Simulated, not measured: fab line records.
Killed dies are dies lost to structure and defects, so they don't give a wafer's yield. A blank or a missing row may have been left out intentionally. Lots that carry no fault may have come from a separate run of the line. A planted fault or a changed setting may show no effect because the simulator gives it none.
Which tool was responsible? / flow sky130 / 11 lots, 33 wafers sampled, at 5 steps of a route of 708

## WHAT THE GAUGES READ, wafer by wafer
SKY_DNWELL_TW_MEAS_09.
lot=L924; measured=day 3 07:39; on=film_metro-03; DNWELL_TW=1113 1113 1107
lot=L925; measured=day 3 18:08; on=film_metro-03; DNWELL_TW=1112 1116 1112
lot=L928; measured=day 4 03:04; on=film_metro-02; DNWELL_TW=1133 1130 1124
lot=L929; measured=day 4 07:49; on=film_metro-02; DNWELL_TW=1133 1125 1128
lot=L931; measured=day 4 18:38; on=film_metro-02; DNWELL_TW=1129 1129 1135
lot=L932; measured=day 4 22:25; on=film_metro-03; DNWELL_TW=1118 1123 1113
lot=L933; measured=day 5 04:52; on=film_metro-04; DNWELL_TW=1110 1112 1110
lot=L934; measured=day 5 08:39; on=film_metro-02; DNWELL_TW=1138 1135 1133
lot=L937; measured=day 6 08:20; on=film_metro-03; DNWELL_TW=30 30 30
lot=L943; measured=day 7 14:23; on=film_metro-03; DNWELL_TW=1117 1114 1121
lot=L947; measured=day 8 07:31; on=film_metro-04; DNWELL_TW=1106 1110 1107

SKY_PWDE_TW_MEAS_10.
lot=L924; measured=day 3 23:25; on=film_metro-04; PWDE_TW=370 372 374
lot=L925; measured=day 4 10:13; on=film_metro-03; PWDE_TW=374 377 375
lot=L928; measured=day 4 20:31; on=film_metro-02; PWDE_TW=377 376 379
lot=L929; measured=day 5 01:04; on=film_metro-04; PWDE_TW=375 375 375
lot=L931; measured=day 5 11:40; on=film_metro-04; PWDE_TW=374 373 372
lot=L932; measured=day 5 15:30; on=film_metro-04; PWDE_TW=373 374 374
lot=L933; measured=day 5 22:25; on=film_metro-04; PWDE_TW=371 375 374
lot=L934; measured=day 6 01:47; on=film_metro-03; PWDE_TW=373 373 373
lot=L937; measured=day 7 03:47; on=film_metro-04; PWDE_TW=1128 1125 1132
lot=L943; measured=day 8 10:25; on=film_metro-02; PWDE_TW=379 376 380
lot=L947; measured=day 9 04:44; on=film_metro-02; PWDE_TW=381 381 379

SKY_METAL2_RS_MEAS_05: uses a four-point probe to measure.
lot=L924; measured=day 34 01:31; on=film_metro-01; METAL2_ALCU_RS (ohm/sq)=0.1262 0.1276 0.1260
lot=L925; measured=day 34 18:15; on=film_metro-01; METAL2_ALCU_RS (ohm/sq)=0.1273 0.1275 0.1278
lot=L928; measured=day 35 08:21; on=film_metro-03; METAL2_ALCU_RS (ohm/sq)=0.1285 0.1277 0.1287
lot=L929; measured=day 35 19:59; on=film_metro-03; METAL2_ALCU_RS (ohm/sq)=0.1275 0.1275 0.1274
lot=L931; measured=day 36 08:16; on=film_metro-03; METAL2_ALCU_RS (ohm/sq)=0.1263 0.1270 0.1280
lot=L932; measured=day 36 14:23; on=film_metro-03; METAL2_ALCU_RS (ohm/sq)=0.1267 0.1265 0.1261
lot=L933; measured=day 37 01:13; on=film_metro-02; METAL2_ALCU_RS (ohm/sq)=0.1262 0.1244 0.1257
lot=L934; measured=day 37 05:50; on=film_metro-02; METAL2_ALCU_RS (ohm/sq)=0.1248 0.1249 0.1243
lot=L937; measured=day 38 14:56; on=film_metro-03; METAL2_ALCU_RS (ohm/sq)=0.1263 0.1269 0.1264
lot=L943; measured=day 40 05:47; on=film_metro-01; METAL2_ALCU_RS (ohm/sq)=0.1255 0.1268 0.1256
lot=L947; measured=day 41 01:23; on=film_metro-01; METAL2_ALCU_RS (ohm/sq)=0.1289 0.1264 0.1262

## EACH LOT AND THE TOOL THAT RAN IT (in order: tool; ch and the chambers of the sampled wafers; start)
lot=L924; SKY_DNWELL_EXPOSE_04=iline_stepper-02 ch 0, day 3 00:26; SKY_METAL2_SPUTTER_00=pvd_sputter-04, day 34 01:21
lot=L925; SKY_DNWELL_EXPOSE_04=iline_stepper-01 ch 0, day 3 09:28; SKY_METAL2_SPUTTER_00=pvd_sputter-04, day 34 18:04
lot=L928; SKY_DNWELL_EXPOSE_04=iline_stepper-02 ch 0, day 3 19:05; SKY_METAL2_SPUTTER_00=pvd_sputter-01, day 35 08:11
lot=L929; SKY_DNWELL_EXPOSE_04=iline_stepper-01 ch 0, day 3 23:54; SKY_METAL2_SPUTTER_00=pvd_sputter-01, day 35 19:50
lot=L931; SKY_DNWELL_EXPOSE_04=iline_stepper-02 ch 0, day 4 09:46; SKY_METAL2_SPUTTER_00=pvd_sputter-01, day 36 08:08
lot=L932; SKY_DNWELL_EXPOSE_04=iline_stepper-01 ch 0, day 4 14:06; SKY_METAL2_SPUTTER_00=pvd_sputter-02, day 36 14:15
lot=L933; SKY_DNWELL_EXPOSE_04=iline_stepper-02 ch 0, day 4 20:00; SKY_METAL2_SPUTTER_00=pvd_sputter-04, day 37 01:05
lot=L934; SKY_DNWELL_EXPOSE_04=iline_stepper-02 ch 0, day 4 23:36; SKY_METAL2_SPUTTER_00=pvd_sputter-04, day 37 05:38
lot=L937; SKY_DNWELL_EXPOSE_04=iline_stepper-01 ch 0, day 5 22:43; SKY_METAL2_SPUTTER_00=pvd_sputter-04, day 38 14:48
lot=L943; SKY_DNWELL_EXPOSE_04=iline_stepper-01 ch 0, day 7 04:49; SKY_METAL2_SPUTTER_00=pvd_sputter-04, day 40 05:36
lot=L947; SKY_DNWELL_EXPOSE_04=iline_stepper-02 ch 0, day 7 21:35; SKY_METAL2_SPUTTER_00=pvd_sputter-04, day 41 01:12
- SKY_DNWELL_EXPOSE_04: exposes mask DNM, target cd 3000 nm.
- SKY_METAL2_SPUTTER_00: material Ti, target thk 15 nm, time 10 s.

## WHAT THE TOOLS THEMSELVES READ (means of the sampled wafers that have a number; where no wafer has one, the mark that the record gives instead)
SKY_DNWELL_EXPOSE_04.
lot=L924; tool=iline_stepper-02; stage_vel_mm_s (mm/s)=500.08
lot=L925; tool=iline_stepper-01; stage_vel_mm_s (mm/s)=499.71
lot=L928; tool=iline_stepper-02; stage_vel_mm_s (mm/s)=500.18
lot=L929; tool=iline_stepper-01; stage_vel_mm_s (mm/s)=500.03
lot=L931; tool=iline_stepper-02; stage_vel_mm_s (mm/s)=499.92
lot=L932; tool=iline_stepper-01; stage_vel_mm_s (mm/s)=500.43
lot=L933; tool=iline_stepper-02; stage_vel_mm_s (mm/s)=500.06
lot=L934; tool=iline_stepper-02; stage_vel_mm_s (mm/s)=500.01
lot=L937; tool=iline_stepper-01; stage_vel_mm_s (mm/s)=499.56
lot=L943; tool=iline_stepper-01; stage_vel_mm_s (mm/s)=500.13
lot=L947; tool=iline_stepper-02; stage_vel_mm_s (mm/s)=499.83

SKY_METAL2_SPUTTER_00.
lot=L924; tool=pvd_sputter-04; throttle_valve_pct (%)=30.2
lot=L925; tool=pvd_sputter-04; throttle_valve_pct (%)=30.2
lot=L928; tool=pvd_sputter-01; throttle_valve_pct (%)=29.3
lot=L929; tool=pvd_sputter-01; throttle_valve_pct (%)=29.4
lot=L931; tool=pvd_sputter-01; throttle_valve_pct (%)=29.4
lot=L932; tool=pvd_sputter-02; throttle_valve_pct (%)=28.7
lot=L933; tool=pvd_sputter-04; throttle_valve_pct (%)=30.7
lot=L934; tool=pvd_sputter-04; throttle_valve_pct (%)=30.6
lot=L937; tool=pvd_sputter-04; throttle_valve_pct (%)=30.7
lot=L943; tool=pvd_sputter-04; throttle_valve_pct (%)=30.6
lot=L947; tool=pvd_sputter-04; throttle_valve_pct (%)=30.3

## THE ANSWER, worked out from the rows above alone
Rule: what is usual is taken from the lots themselves. The widest of any qualifying gaps counts: lots, ordered by their means at a reading, are off when they make up no more than a third of the lots, leave a main group of 4 or more, and stand apart from it by 3 or more times the standard deviation of that group's means. A main group is skipped when, at the precision printed for the reading in the tables above, its means are all equal. A lot without any number at a reading at which 4 lots or more have one is off too. The other lots that the step has rows for count as sound. Order of review: gauges by route order, followed by the tools' own readings, for which a lot's mean as printed above is used. The first step at which some lot is off is used, and at that step the reading that is off furthest; a lot without a number counts as furthest.
Off: at SKY_DNWELL_TW_MEAS_09 (DNWELL_TW), L937. The main group: mean 1120, standard deviation 9.4.
If a tool, at a process step before that reading, ran all the lots that are off and no sound lot after the first of them, it fits. Not tried: the gauges at SKY_DNWELL_TW_MEAS_09; whatever is off there is also off at SKY_PWDE_TW_MEAS_10, on other tools, and gauge error can't account for it. Not one of the candidates tried fits.

## WHAT THE SIMULATOR PUT IN
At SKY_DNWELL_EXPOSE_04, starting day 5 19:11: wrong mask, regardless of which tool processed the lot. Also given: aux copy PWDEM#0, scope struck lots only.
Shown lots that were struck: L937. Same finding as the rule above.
